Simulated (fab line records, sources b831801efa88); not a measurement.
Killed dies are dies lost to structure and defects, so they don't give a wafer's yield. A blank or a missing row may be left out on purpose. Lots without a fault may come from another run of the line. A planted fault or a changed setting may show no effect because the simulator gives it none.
One fault seen from 2 desks | flow gf180mcu | each desk has only its own numbers; what lay behind them comes last

THE METROLOGY DESK
What the gauges read, lot by lot, whatever tool the lot ran on: means of the sampled wafers that have a number. A lot is out of limits, marked OUT, if its mean lies more than 4 standard deviations from the usual mean; the brackets give that distance.
Columns: A = NSD_OVL at GF_NSD_OVL_MEAS_08, usual -0.4 nm; B = cd_nm at GF_PSD_CD_MEAS_07, usual 400.4 nm; C = NSD_RS at GF_PSD_RS_MEAS_14, usual 46.13 ohm/sq; D = PSD_RS at GF_PSD_RS_MEAS_15, usual 107.61 ohm/sq
lot  | first seen here | A    | B     | C               | D
L415 | day 13 08:30    | -1.6 | 400.5 | 46.05           | 107.46
L416 | day 13 10:01    | 1.3  | 396.0 | 46.20           | 107.91
L418 | day 14 19:28    | 0.6  | 400.1 | 46.06           | 107.34
L419 | day 15 00:34    | 0.4  | 403.6 | 46.12           | 107.48
L421 | day 15 14:26    | -1.0 | 402.9 | 44.91 (-14) OUT | 102.02 (-21) OUT
L422 | day 16 09:30    | -1.9 | 398.6 | 44.74 (-17) OUT | 101.84 (-21) OUT
L428 | day 17 17:53    | 0.8  | 400.2 | 46.10           | 107.46
L431 | day 18 21:58    | -0.7 | 399.1 | 46.11           | 107.40
L432 | day 19 09:30    | -0.8 | 405.4 | 46.13           | 107.80
L433 | day 19 09:47    | -1.8 | 398.3 | 46.16           | 107.46
L435 | day 20 05:49    | -1.9 | 398.2 | 46.06           | 107.44
L436 | day 20 17:29    | -1.1 | 401.6 | 46.13           | 107.77
L437 | day 21 00:40    | -0.4 | 395.5 | 46.12           | 107.70
This desk's finding: out of limits on L421, L422; first on L421, day 16 12:36 (NSD_RS at GF_PSD_RS_MEAS_14). In limits: L415, L416, L418, L419, L428, L431, L432, L433, L435, L436, L437.

THE TOOL OWNER'S DESK: rtp_anneal-01
The tool's own readings at GF_PSD_RTA_13 (time 20 s): means of the sampled wafers that have a number, for each lot that ran on this tool. A lot is out of limits, marked OUT, if its mean lies more than 4 standard deviations from the usual mean; the brackets give that distance.
Columns: A = lamp_power_pct at GF_PSD_RTA_13, usual 31.8 %; B = wafer_temp_C_max at GF_PSD_RTA_13, usual 1031.8
lot  | first seen here | A    | B
L415 | day 14 05:30    | 29.7 | 1031.7
L418 | day 15 17:19    | 29.7 | 1032.8
L421 | day 16 12:30    | 30.4 | 1042.5 (+6.7) OUT
L422 | day 17 08:02    | 30.4 | 1042.0 (+6.4) OUT
L431 | day 19 23:09    | 29.7 | 1032.6
L433 | day 20 10:40    | 29.7 | 1032.6
L435 | day 21 06:35    | 29.7 | 1032.3
L436 | day 21 18:13    | 29.7 | 1033.8
L437 | day 22 01:09    | 29.7 | 1031.6
This desk's finding: out of limits on L421, L422; first on L421, day 16 12:30 (wafer_temp_C_max at GF_PSD_RTA_13). In limits: L415, L418, L431, L433, L435, L436, L437.

PUT TOGETHER
The tool owner's desk could have raised an alarm at day 16 12:30, on L421, L422.
The metrology desk could have raised an alarm at day 16 12:36, on L421, L422.
Of the lots named, all ran GF_PSD_RTA_13 on rtp_anneal-01.

WHAT THE SIMULATOR HAD PUT IN
Process parameter drift: rtp_anneal-01, from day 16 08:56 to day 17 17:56, at GF_PSD_RTA_13. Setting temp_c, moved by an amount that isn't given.
Lots struck among those shown: L421, L422.
Hours from the fault's start to each desk's first reading out of limits: the tool owner's desk, 4; the metrology desk, 4.
